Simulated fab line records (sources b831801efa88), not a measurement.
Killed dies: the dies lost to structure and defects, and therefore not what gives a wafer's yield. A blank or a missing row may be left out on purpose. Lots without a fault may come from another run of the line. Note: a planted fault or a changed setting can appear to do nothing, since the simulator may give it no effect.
Which tool did it? | flow gf180mcu | 12 lots with 36 wafers sampled at 5 steps, on a route of 602 steps

WHAT THE GAUGES SHOWED, per wafer
GF_DNWELL_TW_MEAS_09. Usual: DNWELL_TW 1362, standard deviation 8.7.
lot  | measured    | on            | DNWELL_TW      | flag
L347 | day 2 18:35 | film metro-04 | 1361 1353 1356 |
L348 | day 3 00:32 | film metro-04 | 1369 1376 1377 |
L349 | day 3 05:05 | film metro-03 | 1375 1371 1367 |
L350 | day 3 12:16 | film metro-04 | 1359 1359 1356 |
L351 | day 3 14:52 | film metro-04 | 1367 1372 1361 |
L352 | day 3 21:58 | film metro-04 | 1354 1360 1354 |
L355 | day 4 13:29 | film metro-02 | 1365 1365 1372 |
L357 | day 4 22:16 | film metro-02 | 1352 1352 1347 |
L358 | day 5 06:10 | film metro-03 | 1373 1381 1365 |
L361 | day 6 05:01 | film metro-04 | 1360 1359 1361 |
L369 | day 7 15:10 | film metro-02 | 1365 1360 1368 |
L370 | day 7 21:03 | film metro-04 | 1362 1366 1355 |

GF_NWELL_OVL_MEAS_07. Usual: NWELL_OVL 0.9 nm, standard deviation 1.3.
lot  | measured    | on         | NWELL_OVL (nm) | flag
L347 | day 3 06:53 | overlay-02 | 1.7 2.5 1.0    |
L348 | day 3 13:01 | overlay-02 | -1.3 1.5 1.6   |
L349 | day 3 18:20 | overlay-01 | 1.0 -0.2 0.4   |
L350 | day 4 01:34 | overlay-02 | 0.3 -0.1 1.4   |
L351 | day 4 03:47 | overlay-01 | 0.2 1.3 1.8    |
L352 | day 4 11:35 | overlay-02 | 2.7 2.4 2.6    |
L355 | day 5 03:16 | overlay-01 | 2.2 0.9 1.6    |
L357 | day 5 12:14 | overlay-02 | -1.4 1.3 1.1   |
L358 | day 5 19:31 | overlay-02 | -0.8 0.5 2.4   |
L361 | day 6 20:20 | overlay-02 | 3.1 -0.6 2.4   |
L369 | day 8 07:10 | overlay-01 | 1.3 1.0 -0.5   |
L370 | day 8 13:27 | overlay-01 | 0.2 1.5 -0.2   |

GF_MVSD_TW_MEAS_11. Usual: MVSD_TW 1587, standard deviation 19.
lot  | measured     | on            | MVSD_TW        | flag
L347 | day 4 11:40  | film metro-03 | 1606 1596 1609 |
L348 | day 4 17:47  | film metro-04 | 1597 1603 1600 |
L349 | day 4 22:13  | film metro-04 | 1604 1609 1608 |
L350 | day 5 06:04  | film metro-04 | 1584 1572 1578 |
L351 | day 5 08:52  | film metro-04 | 1591 1581 1590 |
L352 | day 5 15:58  | film metro-03 | 1607 1603 1613 |
L355 | day 6 08:17  | film metro-03 | 1607 1603 1606 |
L357 | day 6 17:34  | film metro-01 | 1514 1519 1527 | OFF
L358 | day 7 03:03  | film metro-01 | 1499 1509 1494 | OFF
L361 | day 8 04:48  | film metro-04 | 1599 1589 1601 |
L369 | day 9 17:35  | film metro-01 | 1563 1563 1570 |
L370 | day 10 00:47 | film metro-01 | 1562 1561 1558 |

GF_VT_IMPLANT_RS_MEAS_46: uses a four-point probe to measure. Usual: MVSD_RS 456.1 ohm/sq, standard deviation 1.1.
lot  | measured     | on            | MVSD_RS (ohm/sq)  | flag
L347 | day 7 13:22  | film metro-04 | 455.3 455.6 454.4 |
L348 | day 7 20:57  | film metro-03 | 457.1 455.2 457.4 |
L349 | day 8 01:31  | film metro-03 | 455.7 455.9 455.8 |
L350 | day 8 10:46  | film metro-01 | 458.6 458.3 458.4 |
L351 | day 8 13:38  | film metro-01 | 457.0 456.4 457.5 |
L352 | day 8 23:24  | film metro-03 | 458.4 456.6 457.5 |
L355 | day 9 19:50  | film metro-04 | 455.6 457.1 455.2 |
L357 | day 10 04:47 | film metro-03 | 537.3 536.2 537.1 | OFF
L358 | day 10 14:41 | film metro-03 | 535.8 536.4 535.4 | OFF
L361 | day 11 22:13 | film metro-03 | 457.6 458.3 457.3 |
L369 | day 13 15:58 | film metro-04 | 455.0 455.2 455.1 |
L370 | day 14 00:43 | film metro-04 | 455.2 455.7 455.4 |

EACH LOT AND THE TOOL THAT RAN IT (in order: tool; ch and the chambers of the sampled wafers; start)
lot  | GF_MVSD_IMPLANT_09
L347 | implanter-02 ch 0, day 4 11:26
L348 | implanter-03 ch 0, day 4 17:32
L349 | implanter-02 ch 0, day 4 21:58
L350 | implanter-03 ch 0, day 5 05:49
L351 | implanter-02 ch 0, day 5 08:38
L352 | implanter-02 ch 0, day 5 15:43
L355 | implanter-03 ch 0, day 6 08:02
L357 | implanter-02 ch 0, day 6 17:20
L358 | implanter-02 ch 0, day 7 02:49
L361 | implanter-03 ch 0, day 8 04:34
L369 | implanter-03 ch 0, day 9 17:20
L370 | implanter-04 ch 0, day 10 00:32
- GF_MVSD_IMPLANT_09

AS READ BY THE TOOLS THEMSELVES (means over the sampled wafers that have a number; for cases with no such wafer, the mark the record gives instead)
GF_MVSD_IMPLANT_09. Usual: dose ions cm2 5e+12, standard deviation 5e+09; faraday current uA 28.2, standard deviation 0.55.
lot  | tool         | dose ions cm2 | faraday current uA | flag
L347 | implanter-02 | 5e+12         | 28.5               |
L348 | implanter-03 | 5e+12         | 28.8               |
L349 | implanter-02 | 5e+12         | 28.4               |
L350 | implanter-03 | 5e+12         | 28.8               |
L351 | implanter-02 | 5e+12         | 27.8               |
L352 | implanter-02 | 5e+12         | 28.5               |
L355 | implanter-03 | 5e+12         | 28.2               |
L357 | implanter-02 | 1e+12         | 6.0                | OFF
L358 | implanter-02 | 1e+12         | 5.8                | OFF
L361 | implanter-03 | 5e+12         | 28.2               |
L369 | implanter-03 | 5e+12         | 28.3               |
L370 | implanter-04 | 5e+12         | 28.1               |

THE ANSWER, worked out from the rows above alone
Rule: a lot counts as off when the mean over its wafers that have a number is more than 3 standard deviations away from the usual mean. A lot without any number at a reading at which 4 lots or more have one is off too. Any other lot the step has rows for is counted as sound. First the gauges in route order, then the tools' own readings, where a lot's mean is used as printed above. At the first step where some lot is off, the reading lying furthest off is the one used; lots without a number count as furthest.
Off: at GF_MVSD_TW_MEAS_11 (MVSD_TW), L357, L358.
If a tool, at a process step before that reading, ran all the lots that are off and no sound lot after the first of them, it fits. Not tried: the gauges at GF_MVSD_TW_MEAS_11; whatever is off there is also off at GF_VT_IMPLANT_RS_MEAS_46, on other tools, and gauge error can't account for it. One fits: GF_MVSD_IMPLANT_09 on implanter-02. A fault onset in the window from L352 (day 5 15:43, its last sound lot) to L357 (day 6 17:20, its first lot off) fits.
The tool's own readings at GF_MVSD_IMPLANT_09 bear it out: on the lots that are off they differ by more than 5 times the standard deviation of the sound lots' means. dose ions cm2 reads 1e+12 there against 5e+12 on the sound lots; faraday current uA reads 5.9 there against 28.4 on the sound lots.

WHAT WAS PUT IN BY THE SIMULATOR
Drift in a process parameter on implanter-02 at GF_MVSD_IMPLANT_09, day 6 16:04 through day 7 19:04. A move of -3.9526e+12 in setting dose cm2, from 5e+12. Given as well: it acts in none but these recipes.
Lots struck among those shown: L357, L358. Same finding as the rule above.
